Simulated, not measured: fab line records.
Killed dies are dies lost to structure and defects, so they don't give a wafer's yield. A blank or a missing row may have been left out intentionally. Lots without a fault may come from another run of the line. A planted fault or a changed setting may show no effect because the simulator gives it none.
Matching of chambers / flow sky130 / 4 sister chambers for SKY_CONTACT_CMP_27 on cmp-01
The step polishes, stops on SiO2, t overpolish 15 s, target thk 0 nm. 7 wafers are shown with their chamber, then 7 later ones without.

== WAFERS PAIRED WITH THEIR CHAMBERS ==
wafer=L832.2; chamber=1; motor-current-A (A)=10.8; head-pressure-psi (psi)=3.493
wafer=L832.3; chamber=2; motor-current-A (A)=11.9; head-pressure-psi (psi)=3.506
wafer=L837.2; chamber=3; motor-current-A (A)=9.9; head-pressure-psi (psi)=3.487
wafer=L837.4; chamber=0; motor-current-A (A)=12.2; head-pressure-psi (psi)=3.475
wafer=L837.5; chamber=2; motor-current-A (A)=11.8; head-pressure-psi (psi)=3.504
wafer=L839.4; chamber=1; motor-current-A (A)=10.3; head-pressure-psi (psi)=3.498
wafer=L839.5; chamber=3; motor-current-A (A)=10.4; head-pressure-psi (psi)=3.493

== WAFERS WHOSE CHAMBER IS MISSING ==
wafer=L839.6; motor-current-A (A)=11.9; head-pressure-psi (psi)=3.503
wafer=L840.1; motor-current-A (A)=13.1; head-pressure-psi (psi)=3.505
wafer=L840.2; motor-current-A (A)=11.4; head-pressure-psi (psi)=3.515
wafer=L840.6; motor-current-A (A)=12.1; head-pressure-psi (psi)=3.506
wafer=L852.1; motor-current-A (A)=10.8; head-pressure-psi (psi)=3.497
wafer=L852.3; motor-current-A (A)=12.2; head-pressure-psi (psi)=3.513
wafer=L852.4; motor-current-A (A)=10.8; head-pressure-psi (psi)=3.493

== CHAMBER TAKEN BY EACH ==
wafer=L839.6; from the rows above=2; in truth=2
wafer=L840.1; from the rows above=2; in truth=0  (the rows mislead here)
wafer=L840.2; from the rows above=2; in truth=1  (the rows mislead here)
wafer=L840.6; from the rows above=2; in truth=2
wafer=L852.1; from the rows above=1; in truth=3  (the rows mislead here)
wafer=L852.3; from the rows above=2; in truth=2
wafer=L852.4; from the rows above=can't be placed: 1 or 3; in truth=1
Placed correctly: 3 of 7. From these rows, 1 cannot be placed; in 1 the true chamber is one of the candidates. Number placed wrongly: 3.
How it was worked out, from the rows above alone: a wafer's distance from a chamber is the root of the sum, over the readings, of the square of ((its reading less the chamber's mean) divided by the reading's scatter). If the next closest chamber is less than 2 further off than the closest, the wafer can't be placed; otherwise it belongs to the closest. For every chamber, the mean is computed from those of its wafers that are shown. How the scatter is found: for the shown wafers, subtract from each reading the mean of its chamber, square and add these, divide the total by (wafers less chambers), then take the root.
